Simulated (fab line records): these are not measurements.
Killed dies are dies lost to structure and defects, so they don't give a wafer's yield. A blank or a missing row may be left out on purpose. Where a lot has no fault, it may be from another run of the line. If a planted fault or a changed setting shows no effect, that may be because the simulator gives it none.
A lot that was struck, set against a sound lot    flow sky130    17 out of 708 route steps
Sound: wafers L515.1, L515.2, L515.5. Struck: wafers L525.3, L525.5, L525.6. At the end, the cause is stated.
Order at every step that has rows: each side's tool, ch and its chambers, its first start. Under that, the readings that differ: sound wafers    struck wafers    difference of the means    sigmas: that difference in standard deviations of wafers without a fault.
alike: readings with means less than 2 such deviations apart, plus words and numbers identical on both sides. not compared: withheld readings, readings lacking a value on some wafer, bounds such as >300 that could conceal the same value, and numbers that have no deviation in the record and whose values overlap.
A row with sigmas, a row that says differs or no value, or rows on one side alone: a step with any of these is where the two part. Non-overlapping numbers with no deviation appear without sigmas and do not part them. A reading missing from all wafers of one side parts the sides only when that side holds two or more wafers.

SKY_LDD_HVP_TW_MEAS_10:
  sound on film metro-02, day 24 20:52; struck on film metro-02, day 27 21:28
  alike: LDD_HVP_TW
then, 7 steps without rows for these wafers: SKY_LDD_LDN_DEHYDRATE_00 (time 60 s); SKY_LDD_LDN_HMDS_01 (prime time 60 s); SKY_LDD_LDN_COAT_02 (resist thk 1140 nm); SKY_LDD_LDN_SOFTBAKE_03 (time 60 s); SKY_LDD_LDN_EXPOSE_04 (exposes mask LDNTM, target cd 700 nm); SKY_LDD_LDN_PEB_05; SKY_LDD_LDN_DEVELOP_06 (develop time 60 s).
SKY_LDD_LDN_OVL_MEAS_07:
  sound on overlay-01, day 26 02:47; struck on overlay-02, day 29 03:19
  alike: LDD_LDN_OVL
then, 3 steps without rows for these wafers: SKY_LDD_LDN_IMPLANT_08; SKY_LDD_LDN_IMPLANT_09; SKY_LDD_LDN_IMPLANT_10.
SKY_LDD_LDN_IMPLANT_11:
  sound on implanter-01 ch 0, day 26 03:16; struck on implanter-01 ch 0, day 29 03:51
reading             sound                            struck                         difference  sigmas
dose ions cm2       1.2498e+13 1.248e+13 1.2504e+13  4.324e+12 4.304e+12 4.336e+12  -8.173e+12  -99 or more
faraday current uA  70.4 72.6 71.1                   24.8 24.0 24.4                 -47.0       -36
SKY_LDD_LDN_STRIP_12: strips in O2/N2.
  sound on plasma asher-02 ch 0,1, day 26 03:25; struck on plasma asher-04 ch 0,1, day 29 03:59
  alike: drypump motor current A, o2 flow sccm, oes product au, strip time to endpoint s
  not compared: rf hours counter h
SKY_LDD_LDN_TW_MEAS_13:
  sound on film metro-01, day 26 03:31; struck on film metro-03, day 29 04:04
reading     sound           struck          difference  sigmas
LDD_LDN_TW  1476 1478 1489  1416 1409 1413  -68         -7
then, 1 step without rows for these wafers: SKY_LDD_LDN_CLEAN_14 (cleans in SC1/SC2, time 150 s).
-- a jump in the record: the struck wafers' starts before and after are 21 days apart (it breaks off in module LDD_LDN and resumes in module PAD_OPEN, where the first step shown is number 708 of the route) --
SKY_PAD_OPEN_PROBE_99:
  sound on prober-02, day 48 02:42; struck on prober-02, day 49 22:23
reading                          sound           struck          difference  sigmas
model.etest.tip sonos.rs ohm sq  2748 2734 2687  2873 2868 2844  +139        
  alike: killed_at_M0_to_M3, killed_at_M4_up, killed at contacts, killed at front end, killed at other, killed dies, killed open, killed short

WHERE THEY PART
First at SKY_LDD_LDN_IMPLANT_11; last, within this record, at SKY_LDD_LDN_TW_MEAS_13. Later steps at which nothing parts them and some readings are alike: SKY_PAD_OPEN_PROBE_99.

WHY: what had been put in by the simulator
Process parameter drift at SKY_LDD_LDN_IMPLANT_11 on implanter-01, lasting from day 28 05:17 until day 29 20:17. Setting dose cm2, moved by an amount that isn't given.
